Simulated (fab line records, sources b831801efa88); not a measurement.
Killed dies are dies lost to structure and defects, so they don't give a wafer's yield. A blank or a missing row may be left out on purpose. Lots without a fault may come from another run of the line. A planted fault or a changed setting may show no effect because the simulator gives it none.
Chamber matching | flow gf180mcu | GF_V5_CMP_04 on cmp-02: 4 sister chambers
The step polishes SiO2. 22 wafers are shown with their chamber, then 11 later ones without.

WAFERS WITH THEIR CHAMBER
wafer  | chamber | motor_current_A (A)
L074.1 | 3       | 12.8
L074.3 | 0       | 12.9
L074.6 | 1       | 13.2
L075.1 | 0       | 12.4
L075.3 | 1       | 12.6
L075.5 | 1       | 12.7
L075.2 | 2       | 13.4
L075.4 | 3       | 12.0
L075.6 | 0       | 12.7
L076.2 | 2       | 12.8
L076.4 | 1       | 13.3
L076.6 | 3       | 12.0
L077.1 | 0       | 12.8
L077.2 | 3       | 12.5
L077.3 | 1       | 12.4
L085.1 | 1       | 13.0
L085.3 | 0       | 13.2
L085.6 | 3       | 12.4
L090.2 | 1       | 13.4
L090.3 | 3       | 12.6
L090.4 | 0       | 12.9
L092.2 | 2       | 12.6

SIGNATURES (means of the wafers above)
reading         | chamber 0 | chamber 1 | chamber 2 | chamber 3 | scatter within a chamber
motor_current_A | 12.817    | 12.943    | 12.933    | 12.383    | 0.342
Rule: a wafer's distance from a chamber is the root of the sum, over the readings, of the square of ((its reading less the chamber's mean) divided by the reading's scatter). The wafer belongs to the nearest chamber; if the next one is less than 2 further off, it can't be placed. The scatter: the root of (the sum of the squares of (reading less its chamber's mean) over the shown wafers, divided by (wafers less chambers)).

WAFERS WITHOUT THEIR CHAMBER
wafer  | motor_current_A (A)
L092.3 | 12.9
L092.6 | 12.2
L094.1 | 13.1
L094.2 | 12.9
L094.4 | 12.4
L095.4 | 12.4
L095.5 | 12.9
L095.6 | 13.3
L096.3 | 12.8
L096.4 | 13.0
L096.5 | 13.1

WHICH CHAMBER EACH WENT THROUGH
wafer  | from the rows above               | in truth
L092.3 | can't be placed: 2 or 1 or 0 or 3 | 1
L092.6 | can't be placed: 3 or 0 or 2 or 1 | 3
L094.1 | can't be placed: 1 or 2 or 0 or 3 | 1
L094.2 | can't be placed: 2 or 1 or 0 or 3 | 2
L094.4 | can't be placed: 3 or 0 or 2 or 1 | 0
L095.4 | can't be placed: 3 or 0 or 2 or 1 | 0
L095.5 | can't be placed: 2 or 1 or 0 or 3 | 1
L095.6 | can't be placed: 1 or 2 or 0 or 3 | 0
L096.3 | can't be placed: 0 or 2 or 1 or 3 | 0
L096.4 | can't be placed: 1 or 2 or 0 or 3 | 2
L096.5 | can't be placed: 1 or 2 or 0 or 3 | 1
Placed correctly: 0 of 11. Can't be placed from these rows: 11 (the true chamber is among the candidates in 11). Placed wrongly: 0.
